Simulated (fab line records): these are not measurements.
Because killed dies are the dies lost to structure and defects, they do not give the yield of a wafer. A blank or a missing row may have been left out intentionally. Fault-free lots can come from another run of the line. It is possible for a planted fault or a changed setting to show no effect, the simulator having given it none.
fab line records	flow sky130
[record] lots = 13	wafers = 38	lastDay = 50
route steps=708 shown PWDE@55 LDD_P@263 CONTACT@417 METAL4@635 PAD_OPEN@708
lots untouched by any fault: they come from a run of this same line in which no faults occurred
startH: start of the lot's first displayed wafer, in hours after the record's first day	waitH: hours elapsed since this lot's preceding step	" identical to the entry in the row above	L1.1+2: a single row standing in for several wafers	- no value, or no start given	* or withheld: withheld	< > ~ a bound
route shown NAME@n: NAME is a module with steps in the file, n the number in the route of the first one	usual: mean and standard deviation over wafers with no fault	same: alike in all rows	chamber/n: place in a boat	sites: the reading at each site	_std_site: the standard deviation of these	_edge_site: the outer-site mean with the inner-site mean subtracted	radiusMm: for every site, how far away it sits from the centre of the wafer	mask NAME#n: copy n	behind: the tool/chamber that last shaped the wafer	hold: why the lot was held/for how many hours/how that ended	device: the transistor (n, p or np) that didn't switch	end of line: the route-end tests of the same wafers	a step given without rows: its recipe and nothing more	killed: the dies lost at the first sort to structure and to defects; this is not the yield of the wafer	map: dies across one wafer; x = killed, . = not, _ = none there
set.NAME: the setting that was run; set.NAME@STEP: the one run at that earlier step	model.NAME: the simulator's own value behind a step, which no gauge read
steps of the route over a sample of lots; a table a step, a row a wafer
services: when a tool's chamber went out of use (startH, in hours from the record's first day, below 0 if earlier), for how many hours, and the reason
[[steps]]
[step SKY_PWDE_TW_MEAS_10]
[usual] PWDE_TW = 376/3.4
lot.wafer	tool	chamber	startH	waitH	PWDE_TW
L858.1	filmMetro-03	-	67.54	0.1	375
L858.4	"	-	"	"	375
L858.6	"	-	"	"	377
L861.3	filmMetro-01	-	89.81	0.1	378
L861.4	"	-	"	"	378
L861.5	"	-	"	"	378
L862.3	filmMetro-01	-	92.81	0.1	378
L862.5	"	-	"	"	378
L862.6	"	-	"	"	379
L864.3	filmMetro-04	-	104.01	0.1	371
L864.5	"	-	"	"	372
L864.6	"	-	"	"	371
L865.1	filmMetro-01	-	105.85	0.1	377
L865.2	"	-	"	"	378
L865.5	"	-	"	"	377
L868.2	filmMetro-01	-	129.96	0.1	375
L868.3	"	-	"	"	377
L868.4	"	-	"	"	378
L869.1	filmMetro-04	-	135.70	0.1	371
L869.4	"	-	"	"	372
L869.6	"	-	"	"	374
L870.1	filmMetro-03	-	139.39	0.1	379
L870.4	"	-	"	"	380
L870.5	"	-	"	"	380
L871.2	filmMetro-04	-	143.55	0.1	370
L871.5	"	-	"	"	373
L871.6	"	-	"	"	373
L872.2	filmMetro-04	-	147.98	0.1	369
L872.3	"	-	"	"	369
L872.6	"	-	"	"	370
L873.5	filmMetro-01	-	150.98	0.0	379
L873.6	"	-	"	"	380
L874.1	filmMetro-01	-	157.62	0.1	380
L874.2	"	-	"	"	378
L874.3	"	-	"	"	378
L881.1	filmMetro-04	-	199.15	0.1	372
L881.2	"	-	"	"	372
L881.5	"	-	"	"	370
[step SKY_LDD_P_OVL_MEAS_08]
[usual] LDD_P_OVL = 0.0/1.3
lot.wafer	tool	chamber	startH	waitH	LDD_P_OVL[nm]
L858.1	overlay-01	-	427.20	0.1	-1.4
L858.4	"	-	"	"	0.6
L858.6	"	-	"	"	-0.5
L861.3	overlay-01	-	468.28	0.1	0.1
L861.4	"	-	"	"	2.4
L861.5	"	-	"	"	0.5
L862.3	overlay-01	-	476.56	0.1	0.1
L862.5	"	-	"	"	0.3
L862.6	"	-	"	"	0.8
L864.3	overlay-01	-	492.08	0.1	-1.4
L864.5	"	-	"	"	-0.3
L864.6	"	-	"	"	-1.2
L865.1	overlay-02	-	498.25	0.1	-2.4
L865.2	"	-	"	"	-2.5
L865.5	"	-	"	"	-2.3
L868.2	overlay-02	-	533.70	0.1	-0.3
L868.3	"	-	"	"	0.0
L868.4	"	-	"	"	-0.6
L869.1	overlay-01	-	538.62	0.1	-2.3
L869.4	"	-	"	"	-3.4
L869.6	"	-	"	"	-0.1
L870.1	overlay-02	-	543.56	0.1	1.7
L870.4	"	-	"	"	0.6
L870.5	"	-	"	"	-0.2
L871.2	overlay-02	-	558.52	0.1	-1.1
L871.5	"	-	"	"	0.0
L871.6	"	-	"	"	-0.6
L872.2	overlay-01	-	561.92	0.1	-0.8
L872.3	"	-	"	"	-0.6
L872.6	"	-	"	"	-2.3
L873.5	overlay-02	-	562.24	0.0	1.2
L873.6	"	-	"	"	-0.3
L874.1	overlay-02	-	570.21	0.1	-0.3
L874.2	"	-	"	"	-0.7
L874.3	"	-	"	"	-0.5
L881.1	overlay-02	-	635.27	0.1	-1.4
L881.2	"	-	"	"	-2.0
L881.5	"	-	"	"	-0.2
[step SKY_CONTACT_EXPOSE_11]
[recipe] maskId = CTM1	na = 0.8	sourceShape = annular	sigmaInner = 0.55	sigmaOuter = 0.85	targetCdNm = 170	doseMj = 38
[same] na = 0.8
lot.wafer	tool	chamber	startH	waitH	mask
L858.1+4+6	krfScanner-02	0	717.44	-	CTM1#0
L861.3+4+5	krfScanner-02	0	753.11	-	CTM1#0
L862.3+5+6	krfScanner-01	0	759.77	-	CTM1#0
L864.3+5+6	krfScanner-01	0	772.75	-	CTM1#0
L865.1+2+5	krfScanner-02	0	777.82	-	CTM1#0
L868.2+3+4	krfScanner-01	0	809.24	-	CTM1#0
L869.1+4+6	krfScanner-01	0	816.03	-	CTM1#0
L870.1+4+5	krfScanner-02	0	818.70	-	CTM1#0
L871.2+5+6	krfScanner-02	0	829.90	-	CTM1#0
L872.2+3+6	krfScanner-02	0	834.25	-	CTM1#0
L873.5+6	krfScanner-02	0	836.17	-	CTM1#0
L874.1+2+3	krfScanner-01	0	842.32	-	CTM1#0
L881.1+2+5	krfScanner-01	0	898.75	-	CTM1#0
[step SKY_CONTACT_CD_MEAS_14]
[recipe] targetCdNm = 170
[usual] cdNm = 170.3/1.7
lot.wafer	tool	chamber	startH	waitH	cdNm
L858.1	cdSem-02	-	730.89	-	170.8
L858.4	"	-	"	"	170.4
L858.6	"	-	"	"	170.1
L861.3	cdSem-02	-	766.68	-	169.6
L861.4	"	-	"	"	170.7
L861.5	"	-	"	"	169.5
L862.3	cdSem-02	-	773.57	-	172.6
L862.5	"	-	"	"	173.6
L862.6	"	-	"	"	174.1
L864.3	cdSem-01	-	785.35	-	169.9
L864.5	"	-	"	"	171.3
L864.6	"	-	"	"	170.4
L865.1	cdSem-01	-	791.06	-	167.0
L865.2	"	-	"	"	167.9
L865.5	"	-	"	"	166.7
L868.2	cdSem-02	-	822.38	-	172.7
L868.3	"	-	"	"	171.4
L868.4	"	-	"	"	170.9
L869.1	cdSem-02	-	829.08	-	172.5
L869.4	"	-	"	"	172.6
L869.6	"	-	"	"	171.5
L870.1	cdSem-01	-	831.68	-	168.8
L870.4	"	-	"	"	167.4
L870.5	"	-	"	"	169.0
L871.2	cdSem-02	-	842.55	-	171.1
L871.5	"	-	"	"	170.5
L871.6	"	-	"	"	170.3
L872.2	cdSem-01	-	847.43	-	168.5
L872.3	"	-	"	"	170.2
L872.6	"	-	"	"	61.1
L873.5	cdSem-02	-	848.88	-	168.7
L873.6	"	-	"	"	62.7
L874.1	cdSem-01	-	854.88	-	172.0
L874.2	"	-	"	"	172.6
L874.3	"	-	"	"	172.6
L881.1	cdSem-01	-	910.70	-	172.2
L881.2	"	-	"	"	170.9
L881.5	"	-	"	"	171.1
[step SKY_METAL4_STRIP_19]
[recipe] chemistry = O2/N2	powerW = 1400	pressureMtorr = 1500	platenTempC = withheld	o2FlowSccm = 3000	n2FlowSccm = 300	overashFraction = 0.5
[usual] drypumpMotorCurrentA = 5.5/0.52	oesProductAu = 0.505/0.0053	stripTimeToEndpointS = 6.59/0.079
lot.wafer	tool	chamber	startH	waitH	drypumpMotorCurrentA	oesProductAu	rfHoursCounterH	stripTimeToEndpointS
L858.1	plasmaAsher-03	0	973.59	0.1	5.4	0.503	25	6.58
L858.4	"	1	"	"	6.4	0.499	-	6.60
L858.6	"	1	"	"	6.4	0.509	-	6.65
L862.3	plasmaAsher-04	1	1012.38	0.1	6.0	0.501	-	6.63
L862.5	"	1	"	"	6.0	0.500	-	6.58
L862.6	"	0	"	"	5.6	0.507	-	6.63
L861.3	plasmaAsher-01	0	1012.95	0.1	5.0	0.501	-	6.64
L861.4	"	1	"	"	4.8	0.506	-	6.58
L861.5	"	0	"	"	5.0	0.507	-	6.57
L864.3	plasmaAsher-01	1	1022.95	0.1	4.8	0.510	-	6.68
L864.5	"	1	"	"	4.8	0.514	-	6.72
L864.6	"	0	"	"	5.0	0.512	-	6.70
L865.1	plasmaAsher-03	1	1026.74	0.1	6.4	0.505	30	6.64
L865.2	"	0	"	"	5.4	0.500	30	6.58
L865.5	"	1	"	"	6.4	0.507	-	6.61
L868.2	plasmaAsher-01	1	1053.59	0.1	4.8	0.506	94	6.55
L868.3	"	1	"	"	4.8	0.504	-	6.62
L868.4	"	0	"	"	5.0	0.512	-	6.66
L869.1	plasmaAsher-03	0	1062.26	0.1	5.4	0.507	33	6.61
L869.4	"	1	"	"	6.3	0.504	-	6.56
L869.6	"	0	"	"	5.4	0.510	-	6.67
L870.1	plasmaAsher-01	1	1064.07	0.1	4.8	0.500	96	6.54
L870.4	"	0	"	"	5.0	0.501	-	6.49
L870.5	"	0	"	"	5.0	0.495	-	6.50
L871.2	plasmaAsher-04	0	1072.07	0.2	5.7	0.506	1	6.57
L871.5	"	0	"	"	5.7	0.513	-	6.51
L871.6	"	1	"	"	6.0	0.505	-	6.55
L872.2	plasmaAsher-01	0	1074.44	0.1	5.0	0.502	97	6.59
L872.3	"	0	"	"	5.0	0.495	-	6.56
L873.5	plasmaAsher-04	1	1075.93	0.1	6.0	0.504	-	6.63
L874.1	plasmaAsher-04	0	1081.31	0.4	5.6	0.503	2	6.54
L874.2	"	1	"	"	6.0	0.507	2	6.63
L874.3	"	1	"	"	6.0	0.505	-	6.61
L881.1	plasmaAsher-04	1	1125.79	0.1	6.0	0.509	6	6.63
L881.2	"	0	"	"	5.6	0.499	6	6.59
L881.5	"	1	"	"	6.0	0.502	-	6.59
[step SKY_PAD_OPEN_PROBE_99]
[usual] killed_at_M0_to_M3 = 43/7.7	killed_at_M4_up = 3.1/1.7	killedAtContacts = 23/4.8	killedAtFrontEnd = 15/4.5	killedAtOther = 0.3/0.58	killedDies = 85/10	killedOnRim = 17/3.8	killedOpen = 46/7.5	killedShort = 38/6.5
[same] grossDies = 492	killedAtBackSide = 0
lot.wafer	tool	chamber	startH	waitH	killed_at_M0_to_M3	killed_at_M4_up	killedAtContacts	killedAtFrontEnd	killedAtOther	killedDies	killedOnRim	killedOpen	killedShort
L868.2	prober-01	-	1140.53	0.1	38	1	27	14	0	80	16	42	38
L868.3	prober-01	-	1140.58	0.2	28	3	18	13	0	62	10	31	31
L868.4	prober-01	-	1140.63	0.2	41	5	28	13	0	87	15	41	46
L872.2	prober-02	-	1159.34	0.1	42	2	19	23	0	86	16	50	36
L872.3	prober-02	-	1159.39	0.2	36	2	21	18	0	77	12	38	39
L872.6	prober-02	-	1159.54	0.2	35	1	433	23	0	492	96	45	41
L873.5	prober-01	-	1159.83	0.2	40	4	28	15	0	87	19	52	35
L873.6	prober-01	-	1159.88	0.2	39	3	431	19	0	492	96	50	31
// killed by level:class
L868.2 CONTACT:geometricParticle:open=11 LI_CONTACT:geometricParticle:open=9 METAL1:geometricParticle:short=6 POLY_GATE:geometricParticle:open=5 VIA1:geometricParticle:open=5 VIA2:geometricParticle:open=5 POLY_GATE:geometricParticle:short=4 VIA1:geometricParticle:short=4
L868.3 VIA1:geometricParticle:open=7 CONTACT:geometricParticle:open=6 CONTACT:geometricParticle:short=6 POLY_GATE:geometricParticle:open=5 VIA3:geometricParticle:open=5 POLY_GATE:geometricParticle:short=4 METAL2:geometricParticle:short=4 LI_CONTACT:geometricParticle:short=3
L868.4 CONTACT:geometricParticle:open=9 VIA2:geometricParticle:short=7 LI_CONTACT:geometricParticle:open=7 VIA3:geometricParticle:open=7 LOCAL_INTERCONNECT:geometricParticle:short=6 VIA1:geometricParticle:short=6 VIA1:geometricParticle:open=6 FIELD_ISO:geometricParticle:open=4
L872.2 VIA1:geometricParticle:open=12 CONTACT:geometricParticle:open=9 VIA2:geometricParticle:open=8 FIELD_ISO:geometricParticle:short=7 VIA1:geometricParticle:short=6 VIA3:geometricParticle:short=6 FIELD_ISO:geometricParticle:open=5 VIA2:geometricParticle:short=5
L872.3 CONTACT:geometricParticle:open=9 VIA1:geometricParticle:open=7 LOCAL_INTERCONNECT:geometricParticle:short=5 VIA1:geometricParticle:short=5 METAL2:geometricParticle:short=5 SPACER:geometricParticle:short=4 LI_CONTACT:geometricParticle:open=4 METAL1:geometricParticle:short=4
L872.6 CONTACT:areaExpose=406 CONTACT:geometricParticle:open=12 VIA1:geometricParticle:open=8 LOCAL_INTERCONNECT:geometricParticle:short=7 FIELD_ISO:geometricParticle:short=6 FIELD_ISO:geometricParticle:open=6 VIA3:geometricParticle:open=6 METAL1:geometricParticle:short=5
L873.5 CONTACT:geometricParticle:open=12 VIA1:geometricParticle:open=11 POLY_GATE:geometricParticle:open=8 VIA3:geometricParticle:open=8 LOCAL_INTERCONNECT:geometricParticle:short=6 METAL1:geometricParticle:short=6 VIA2:geometricParticle:short=5 LI_CONTACT:geometricParticle:open=4
L873.6 CONTACT:areaExpose=411 VIA3:geometricParticle:open=12 VIA1:geometricParticle:open=10 LI_CONTACT:geometricParticle:open=8 FIELD_ISO:geometricParticle:short=6 CONTACT:geometricParticle:open=6 POLY_GATE:geometricParticle:open=4 FIELD_ISO:geometricParticle:open=3
[[services]]
tool	chamber	startH	hours	kind
krfScanner-01	-	710.37	1.0	pm
krfScanner-01	-	725.14	0.8	pm
krfScanner-01	-	731.16	0.8	pm
krfScanner-02	-	736.72	1.0	pm
krfScanner-01	-	753.89	2.3	repair
krfScanner-01	-	757.85	1.3	pm
krfScanner-02	-	759.15	1.3	pm
krfScanner-02	-	806.50	4.3	repair
krfScanner-02	-	810.76	4.0	pm
krfScanner-01	-	832.20	8.0	repair
krfScanner-02	-	845.73	1.6	repair
krfScanner-02	-	859.75	0.8	pm
krfScanner-01	-	879.37	1.0	pm
krfScanner-01	-	899.96	0.8	pm
krfScanner-02	-	905.72	1.0	pm
krfScanner-02	-	908.08	0.2	repair
krfScanner-02	-	925.82	21.0	pm
krfScanner-01	-	946.82	1.3	pm
krfScanner-02	-	948.19	1.3	pm
krfScanner-02	-	949.55	0.6	repair
krfScanner-02	-	1016.96	4.4	pm
krfScanner-02	-	1028.55	0.8	pm
krfScanner-02	-	1074.72	1.0	pm
krfScanner-02	-	1113.43	1.3	pm
[[key]]
[firstSign] step = SKY_CONTACT_CD_MEAS_14	reading = cdNm	direction = down	sigmas = 65	usual = 170.3	struck = 61.9
[effect] step = SKY_PAD_OPEN_PROBE_99	reading = killedAtContacts	direction = up	sigmas = 84	usual = 23	struck = 432
[moreKillsBornAt] SKY_CONTACT_EXPOSE_11@krfScanner-02 = 818
metAt SKY_CONTACT_EXPOSE_11
struckLots L872,L873
struckWafers L872.6,L873.6
laterRowsLeftOut L872.6,L873.6
testerLeftOut L872,L873
notActingAt SKY_PWDE_TW_MEAS_10,SKY_LDD_P_OVL_MEAS_08,SKY_METAL4_STRIP_19
onsetBetween 829.90 834.25
[fault] kind = processParameterDrift	tool = krfScanner-02	chamber = -	onsetH = 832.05	steps = SKY_CONTACT_EXPOSE_11	channel = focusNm	offset = 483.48	shape = step	endH = 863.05	scope = struckWafersOnly
// testerLeftOut: of these lots the tester's yield and bins aren't shown, on N5 and GAA mostly nor the transistor test; their killed dies are dies lost to structure and defects alone, not to doping, threshold or leakage, so they don't give the yield
// laterRowsLeftOut: the simulator's readings of these wafers behind a module that went badly wrong aren't trusted and aren't shown, but for the sort
